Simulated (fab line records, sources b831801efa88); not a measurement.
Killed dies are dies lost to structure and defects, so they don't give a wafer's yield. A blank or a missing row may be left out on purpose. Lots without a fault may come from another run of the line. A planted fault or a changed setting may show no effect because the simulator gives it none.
Chamber matching | flow gf180mcu | GF_STI_ETCH_14 on rie_si-01: 4 sister chambers
The step etches Si in HBr/Cl2/O2, target depth 360 nm, time 102.9 s. 15 wafers are shown with their chamber, then 7 later ones without.

WAFERS WITH THEIR CHAMBER
wafer  | chamber | drypump_motor_current_A (A) | run_length_s (s) | oes_product_au (a.u.)
L228.1 | 2       | 6.17                        | 131.1            | 1.000
L228.4 | 1       | 5.90                        | 131.0            | 0.999
L228.6 | 0       | 5.15                        | 131.6            | 0.996
L232.1 | 1       | 5.89                        | 131.4            | 0.995
L232.2 | 2       | 6.14                        | 130.9            | 1.006
L232.4 | 0       | 5.16                        | 131.5            | 1.002
L233.1 | 2       | 6.12                        | 130.6            | 1.005
L233.2 | 0       | 5.15                        | 131.3            | 0.993
L233.4 | 2       | 6.11                        | 130.7            | 1.012
L235.1 | 3       | 5.22                        | 131.2            | 1.016
L235.5 | 1       | 5.92                        | 131.5            | 0.989
L235.6 | 3       | 5.19                        | 130.9            | 1.009
L237.2 | 3       | 5.20                        | 131.1            | 1.004
L237.4 | 1       | 5.89                        | 131.6            | 0.996
L237.6 | 1       | 5.93                        | 131.7            | 0.991

SIGNATURES (means of the wafers above)
reading                 | chamber 0 | chamber 1 | chamber 2 | chamber 3 | scatter within a chamber
drypump_motor_current_A | 5.1533    | 5.9060    | 6.1350    | 5.2033    | 0.019
run_length_s            | 131.467   | 131.440   | 130.825   | 131.067   | 0.22
oes_product_au          | 0.99700   | 0.99400   | 1.00575   | 1.00967   | 0.00478
Rule: a wafer's distance from a chamber is the root of the sum, over the readings, of the square of ((its reading less the chamber's mean) divided by the reading's scatter). The wafer belongs to the nearest chamber; if the next one is less than 2 further off, it can't be placed. The scatter: the root of (the sum of the squares of (reading less its chamber's mean) over the shown wafers, divided by (wafers less chambers)).

WAFERS WITHOUT THEIR CHAMBER
wafer  | drypump_motor_current_A (A) | run_length_s (s) | oes_product_au (a.u.)
L239.1 | 5.16                        | 131.5            | 1.003
L239.3 | 5.90                        | 131.0            | 0.991
L239.5 | 6.16                        | 131.1            | 0.996
L243.1 | 5.20                        | 131.6            | 0.998
L243.2 | 6.09                        | 131.2            | 1.001
L246.2 | 6.08                        | 131.0            | 1.003
L246.6 | 5.21                        | 131.0            | 0.993

WHICH CHAMBER EACH WENT THROUGH
wafer  | from the rows above     | in truth
L239.1 | 0                       | 0
L239.3 | 1                       | 1
L239.5 | 2                       | 2
L243.1 | can't be placed: 0 or 3 | 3
L243.2 | 2                       | 2
L246.2 | 2                       | 2
L246.6 | can't be placed: 3 or 0 | 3
Placed correctly: 5 of 7. Can't be placed from these rows: 2 (the true chamber is among the candidates in 2). Placed wrongly: 0.
